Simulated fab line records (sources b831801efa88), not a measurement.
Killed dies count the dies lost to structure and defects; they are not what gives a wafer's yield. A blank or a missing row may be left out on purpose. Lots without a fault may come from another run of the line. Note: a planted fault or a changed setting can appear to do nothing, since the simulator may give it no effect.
Which tool was responsible? || flow sky130 || 12 lots, 36 wafers sampled, at 3 steps of a route of 708

## WHAT THE GAUGES READ, wafer by wafer
SKY_CAP2M_THK_MEAS_04: measures by xrf.
{"lot": "L270", "measured": "day 40 04:40", "on": "film metro-01", "CAP2M_TIN_THK (nm)": "195.1 199.3 199.1"}
{"lot": "L271", "measured": "day 40 16:40", "on": "film metro-04", "CAP2M_TIN_THK (nm)": "190.3 189.2 192.6"}
{"lot": "L273", "measured": "day 41 00:28", "on": "film metro-01", "CAP2M_TIN_THK (nm)": "200.2 199.8 198.5"}
{"lot": "L277", "measured": "day 41 23:15", "on": "film metro-01", "CAP2M_TIN_THK (nm)": "195.4 194.6 193.2"}
{"lot": "L278", "measured": "day 42 06:38", "on": "film metro-04", "CAP2M_TIN_THK (nm)": "193.4 197.3 193.9"}
{"lot": "L280", "measured": "day 42 18:41", "on": "film metro-02", "CAP2M_TIN_THK (nm)": "198.0 192.9 194.0"}
{"lot": "L284", "measured": "day 43 20:41", "on": "film metro-01", "CAP2M_TIN_THK (nm)": "194.7 196.1 194.6"}
{"lot": "L285", "measured": "day 44 06:38", "on": "film metro-02", "CAP2M_TIN_THK (nm)": "191.6 195.4 193.9"}
{"lot": "L286", "measured": "day 44 11:04", "on": "film metro-01", "CAP2M_TIN_THK (nm)": "196.3 192.4 195.9"}
{"lot": "L290", "measured": "day 45 15:20", "on": "film metro-01", "CAP2M_TIN_THK (nm)": "197.5 196.8 197.7"}
{"lot": "L291", "measured": "day 45 21:05", "on": "film metro-04", "CAP2M_TIN_THK (nm)": "196.3 197.5 197.4"}
{"lot": "L292", "measured": "day 46 03:31", "on": "film metro-01", "CAP2M_TIN_THK (nm)": "197.4 196.7 196.1"}

## EACH LOT AND THE TOOL THAT RAN IT (in order: tool; ch and the chambers of the sampled wafers; start)
{"lot": "L270", "SKY_METAL3_ETCH_17": "rie diel-03 ch 1,2,3, day 39 01:17", "SKY_VIA3_SPUTTER_20": "pvd sputter-01, day 40 03:32"}
{"lot": "L271", "SKY_METAL3_ETCH_17": "rie diel-01 ch 0,1, day 39 12:42", "SKY_VIA3_SPUTTER_20": "pvd sputter-03, day 40 15:31"}
{"lot": "L273", "SKY_METAL3_ETCH_17": "rie diel-03 ch 0,1,3, day 39 20:49", "SKY_VIA3_SPUTTER_20": "pvd sputter-03, day 40 23:19"}
{"lot": "L277", "SKY_METAL3_ETCH_17": "rie diel-02 ch 0,1,2, day 40 20:08", "SKY_VIA3_SPUTTER_20": "pvd sputter-01, day 41 22:05"}
{"lot": "L278", "SKY_METAL3_ETCH_17": "rie diel-01 ch 0,2,3, day 41 03:06", "SKY_VIA3_SPUTTER_20": "pvd sputter-04, day 42 05:30"}
{"lot": "L280", "SKY_METAL3_ETCH_17": "rie diel-01 ch 0,1, day 41 15:39", "SKY_VIA3_SPUTTER_20": "pvd sputter-03, day 42 17:26"}
{"lot": "L284", "SKY_METAL3_ETCH_17": "rie diel-03 ch 1,2, day 42 18:45", "SKY_VIA3_SPUTTER_20": "pvd sputter-04, day 43 19:32"}
{"lot": "L285", "SKY_METAL3_ETCH_17": "rie diel-03 ch 0,2,3, day 43 03:53", "SKY_VIA3_SPUTTER_20": "pvd sputter-03, day 44 05:31"}
{"lot": "L286", "SKY_METAL3_ETCH_17": "rie diel-01 ch 1,2,3, day 43 09:21", "SKY_VIA3_SPUTTER_20": "pvd sputter-04, day 44 09:56"}
{"lot": "L290", "SKY_METAL3_ETCH_17": "rie diel-03 ch 0,2, day 44 13:45", "SKY_VIA3_SPUTTER_20": "pvd sputter-03, day 45 14:11"}
{"lot": "L291", "SKY_METAL3_ETCH_17": "rie diel-01 ch 1,2,3, day 44 21:18", "SKY_VIA3_SPUTTER_20": "pvd sputter-01, day 45 19:56"}
{"lot": "L292", "SKY_METAL3_ETCH_17": "rie diel-02 ch 0,1, day 45 03:23", "SKY_VIA3_SPUTTER_20": "pvd sputter-03, day 46 02:17"}
- SKY_METAL3_ETCH_17: etches SiO2 in C4F8/O2/Ar, stops on TiN, time 3.9 s, target depth 15 nm.
- SKY_VIA3_SPUTTER_20: material TiN, target thk 20 nm, time 80 s.

## WHAT THE TOOLS THEMSELVES READ (means of the sampled wafers that have a number; where no wafer has one, the mark that the record gives instead)
SKY_METAL3_ETCH_17.
{"lot": "L270", "tool": "rie diel-03", "oes product au (a.u.)": 0.751}
{"lot": "L271", "tool": "rie diel-01", "oes product au (a.u.)": 0.752}
{"lot": "L273", "tool": "rie diel-03", "oes product au (a.u.)": 0.755}
{"lot": "L277", "tool": "rie diel-02", "oes product au (a.u.)": 0.747}
{"lot": "L278", "tool": "rie diel-01", "oes product au (a.u.)": 0.751}
{"lot": "L280", "tool": "rie diel-01", "oes product au (a.u.)": 0.754}
{"lot": "L284", "tool": "rie diel-03", "oes product au (a.u.)": 0.744}
{"lot": "L285", "tool": "rie diel-03", "oes product au (a.u.)": 0.759}
{"lot": "L286", "tool": "rie diel-01", "oes product au (a.u.)": 0.753}
{"lot": "L290", "tool": "rie diel-03", "oes product au (a.u.)": 0.753}
{"lot": "L291", "tool": "rie diel-01", "oes product au (a.u.)": 0.759}
{"lot": "L292", "tool": "rie diel-02", "oes product au (a.u.)": 0.755}

SKY_VIA3_SPUTTER_20.
{"lot": "L270", "tool": "pvd sputter-01", "throttle valve pct (%)": 30.8}
{"lot": "L271", "tool": "pvd sputter-03", "throttle valve pct (%)": 29.7}
{"lot": "L273", "tool": "pvd sputter-03", "throttle valve pct (%)": 30.3}
{"lot": "L277", "tool": "pvd sputter-01", "throttle valve pct (%)": 31.3}
{"lot": "L278", "tool": "pvd sputter-04", "throttle valve pct (%)": 29.5}
{"lot": "L280", "tool": "pvd sputter-03", "throttle valve pct (%)": 30.2}
{"lot": "L284", "tool": "pvd sputter-04", "throttle valve pct (%)": 29.6}
{"lot": "L285", "tool": "pvd sputter-03", "throttle valve pct (%)": 29.6}
{"lot": "L286", "tool": "pvd sputter-04", "throttle valve pct (%)": 28.6}
{"lot": "L290", "tool": "pvd sputter-03", "throttle valve pct (%)": 29.5}
{"lot": "L291", "tool": "pvd sputter-01", "throttle valve pct (%)": 31.1}
{"lot": "L292", "tool": "pvd sputter-03", "throttle valve pct (%)": 30.1}

## THE ANSWER, worked out from the rows above alone
Rule: usual is defined by the lots themselves. Put in order of their means at a reading, lots are off if they are a third of the lots or fewer, leave a main group of 4 or more, and stand apart from it by a gap of 3 or more times the standard deviation of the main group's means; of several such gaps the widest counts. If all means in a main group match to the digits the tables above print for the reading, that group is not used. A lot without any number at a reading at which 4 lots or more have one is off too. The other lots that the step has rows for count as sound. Order of review: gauges by route order, followed by the tools' own readings, for which a lot's mean as printed above is used. The first step at which some lot is off is used, and at that step the reading that is off furthest; a lot without a number counts as furthest.
None of the lots is off at any reading shown; this tells nothing.

## WHAT WAS PUT IN BY THE SIMULATOR
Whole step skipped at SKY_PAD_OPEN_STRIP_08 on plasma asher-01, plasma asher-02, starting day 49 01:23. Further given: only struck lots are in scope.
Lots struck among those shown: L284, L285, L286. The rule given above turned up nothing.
